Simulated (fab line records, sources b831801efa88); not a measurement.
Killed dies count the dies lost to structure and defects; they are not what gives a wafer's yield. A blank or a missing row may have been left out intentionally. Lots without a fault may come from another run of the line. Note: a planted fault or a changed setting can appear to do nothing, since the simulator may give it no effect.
Problem report in the 8D (eight disciplines) form, filled by code ; flow sky130 ; the parts of the form that need people (team, actions taken, sign-off) are left out

== 1. WHAT IS WRONG ==
At SKY_LI_CONTACT_DEVELOP_11, developer temp C averages 23.13 C over 9 wafers from 3 lots, while fault-free wafers read 21.01 C, standard deviation 0.094. Relative to the usual mean, that is a shift of +23 standard deviations.
The step: develop time 60 s.
First observed at day 33 23:00: wafer L990.2, on litho track-02. Wafers with a number at this step in the record: 21, from 7 lots. Rule for "out", or "out of limits": more than 4 standard deviations from the usual mean. The other wafers with a number count as sound.

== 2. WHAT THIS IS AND IS NOT ==
question;is;is not
which readings at this step;developer temp C;-
which lots;L990, L992, L994;L984, L985, L991, L999
which wafers of those lots;all that have a number;-
read on which tools;litho track-02;litho track-03
when;from day 33 23:00;"up to then (6 sound wafers); but 6 sound wafers of L991, L999 came after"

== 3. SUSPECTS, AND WHAT RULES EACH OUT ==
Counting: a tool stays on the suspect list if, at a process step up to the reading, it processed all lots that are out and no sound lot following the first of them.
- cmp-01 at SKY_LI_CONTACT_CMP_02 (polishes PSG): ruled out as a lasting fault. The sound lots L991, L999 went through it after L990, its earliest lot that is out (day 32 20:35).
- litho track-02 at SKY_LI_CONTACT_DEVELOP_11 (develop time 60 s): kept. It ran every lot that is out, first L990 (day 33 23:00), and no sound lot after that; its last sound lot up to then is L985 (day 32 11:00). On those wafers its own readings are out: developer temp C.
Remaining after the count: litho track-02 at SKY_LI_CONTACT_DEVELOP_11.

== 4. THE CAUSE (what the simulator had put in) ==
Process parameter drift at SKY_LI_CONTACT_DEVELOP_11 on litho track-02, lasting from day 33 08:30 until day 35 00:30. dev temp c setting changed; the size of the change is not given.
The count eliminated every tool but this one.

== 5. THE EFFECT CHAIN, in route order ==
Each row: a reading whose mean over the struck wafers that have a number lies more than 3 standard deviations from the usual. Scope: only readings with a usual standard deviation given in the record; hours: median across lots of the time from each lot's start at the first step in this table that gives one to its start at this step; sigmas: change in usual standard deviations.
hours;step;reading;usual;on struck wafers;change;sigmas
0;SKY_LI_CONTACT_DEVELOP_11;developer temp C;21.01 C;23.13;+2.12;+23
Here are the process steps it includes:
- SKY_LI_CONTACT_DEVELOP_11: develop time 60 s.
Later measuring or inspecting steps at which every struck wafer that the step has a row for has a number for every such reading, and none has moved that far: SKY_LI_CONTACT_CD_MEAS_12.

== 6. WHAT WOULD HAVE CAUGHT IT SOONER ==
In this record the first reading out of limits was taken at day 33 23:00, 14 hours after the fault began at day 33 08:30.
